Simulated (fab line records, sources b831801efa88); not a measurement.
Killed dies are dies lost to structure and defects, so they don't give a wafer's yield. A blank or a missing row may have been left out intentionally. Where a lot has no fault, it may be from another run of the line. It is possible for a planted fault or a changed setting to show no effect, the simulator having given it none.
Comparing a struck lot with a sound one ; flow gf180mcu ; 30 out of 602 route steps
Sound: the wafers L509.1, L509.2, L509.6. Wafers struck: L521.2, L521.5, L521.6. The cause comes at the end.
For every step that has rows: the tool of each side, followed by ch and its chambers, followed by its first start. Under that, the readings that differ: sound wafers ; struck wafers ; difference of the means ; sigmas: that difference in standard deviations of wafers without a fault.
alike: readings with means less than 2 such deviations apart, plus words and numbers identical on both sides. not compared: withheld readings, readings lacking a value on some wafer, bounds such as >300 that could conceal the same value, and numbers that have no deviation in the record and whose values overlap.
A row with sigmas, a row that says differs or no value, or rows on one side alone: a step with any of these is where the two part. Numbers that have no deviation but don't overlap get no sigmas and don't part them. A reading missing from all wafers of one side parts the sides only when that side holds two or more wafers.

GF_HV_LDD_THK_MEAS_57:
  sound on filmMetro-04, day 15 18:42; struck on filmMetro-03, day 19 11:01
  alike: HV_LDD_CVD_56_THK
GF_HV_LDD_ETCHBACK_58: etches Si3N4 in CH3F/O2, stops on SiO2, time 100 s, target depth 90 nm.
  sound on rieDiel-03 ch 1,2,3, day 15 18:46; struck on rieDiel-03 ch 1,3, day 19 11:04
  alike: biasW, drypumpMotorCurrentA, oesProductAu, throttleValvePct
  not compared: rfHoursCounterH
then, 7 steps without rows for these wafers: GF_NSD_DEHYDRATE_00 (time 60 s); GF_NSD_HMDS_01 (prime time 60 s); GF_NSD_COAT_02 (resist thk 1000 nm); GF_NSD_SOFTBAKE_03 (time 60 s); GF_NSD_EXPOSE_04 (exposes mask Nplus, target cd 400 nm); GF_NSD_PEB_05; GF_NSD_DEVELOP_06 (develop time 60 s).
GF_NSD_CD_MEAS_07 targets a cd of 400 nm.
  sound on cdSem-01, day 16 16:44; struck on cdSem-02, day 20 11:46
  alike: cdNm
GF_NSD_OVL_MEAS_08:
  sound on overlay-01, day 16 16:52; struck on overlay-02, day 20 11:53
  alike: NSD_OVL
then, 1 step without rows for these wafers: GF_NSD_IMPLANT_09.
GF_NSD_IMPLANT_10:
  struck on implanter-04, day 20 12:05; sound on implanter-02 ch 0, day 16 17:03
  no value came back on the struck wafers for any of 5 readings (beamEnergyKeV, beamOnS (s) and others); on the sound wafers beamEnergyKeV reads 39.998 40.006 39.987
GF_NSD_STRIP_11: strips in O2/N2.
  sound on plasmaAsher-02 ch 0,1, day 16 17:12; struck on plasmaAsher-04 ch 0,1, day 20 12:13
reading;sound;struck;difference;sigmas
heaterPowerW (W);334 338 332;424 385 410;+72;+2
oesProductAu (a.u.);0.483 0.482 0.483;0.495 0.494 0.494;+0.012;+2
stripTimeToEndpointS (s);22.99 22.98 22.94;22.39 22.41 22.43;-0.56;-16
  alike: drypumpMotorCurrentA
  not compared: rfHoursCounterH
GF_NSD_TW_MEAS_12:
  sound on filmMetro-03, day 16 17:18; struck on filmMetro-01, day 20 12:19
reading;sound;struck;difference;sigmas
NSD_TW;4277 4269 4281;4215 4188 4208;-72;-2
then, 7 steps without rows for these wafers: GF_PSD_DEHYDRATE_00 (time 60 s); GF_PSD_HMDS_01 (prime time 60 s); GF_PSD_COAT_02 (resist thk 1000 nm); GF_PSD_SOFTBAKE_03 (time 60 s); GF_PSD_EXPOSE_04 (exposes mask Pplus, target cd 400 nm); GF_PSD_PEB_05; GF_PSD_DEVELOP_06 (develop time 60 s).
GF_PSD_CD_MEAS_07 targets a cd of 400 nm.
  sound on cdSem-01, day 17 13:45; struck on cdSem-02, day 21 12:30
  alike: cdNm
GF_PSD_OVL_MEAS_08:
  sound on overlay-02, day 17 13:52; struck on overlay-01, day 21 12:37
  alike: PSD_OVL
then, 1 step without rows for these wafers: GF_PSD_IMPLANT_09.
GF_PSD_STRIP_10: strips in O2/N2.
  sound on plasmaAsher-01 ch 0,1, day 17 14:03; struck on plasmaAsher-04 ch 0,1, day 21 12:47
  alike: drypumpMotorCurrentA, heaterPowerW, oesProductAu, stripTimeToEndpointS
  not compared: rfHoursCounterH
GF_PSD_TW_MEAS_11:
  sound on filmMetro-03, day 17 14:09; struck on filmMetro-02, day 21 12:54
  alike: PSD_TW
then, 1 step without rows for these wafers: GF_PSD_CLEAN_12 (cleans in SC1/SC2, time 150 s).
GF_PSD_RTA_13: time 20 s.
  sound on rtpAnneal-01 ch 0, day 17 14:16; struck on rtpAnneal-01 ch 0, day 21 13:01
  alike: lampPowerPct, wafer_temp_C_max
GF_PSD_RS_MEAS_14: uses a four-point probe to measure.
  sound on filmMetro-02, day 17 14:21; struck on filmMetro-01, day 21 13:06
reading;sound;struck;difference;sigmas
NSD_RS (ohm/sq);46.27 46.24 46.16;53.13 53.04 53.04;+6.85;+85

== WHERE THEY PART ==
First at GF_NSD_IMPLANT_10; last, within this record, at GF_PSD_RS_MEAS_14.

WHY: what the simulator had put in
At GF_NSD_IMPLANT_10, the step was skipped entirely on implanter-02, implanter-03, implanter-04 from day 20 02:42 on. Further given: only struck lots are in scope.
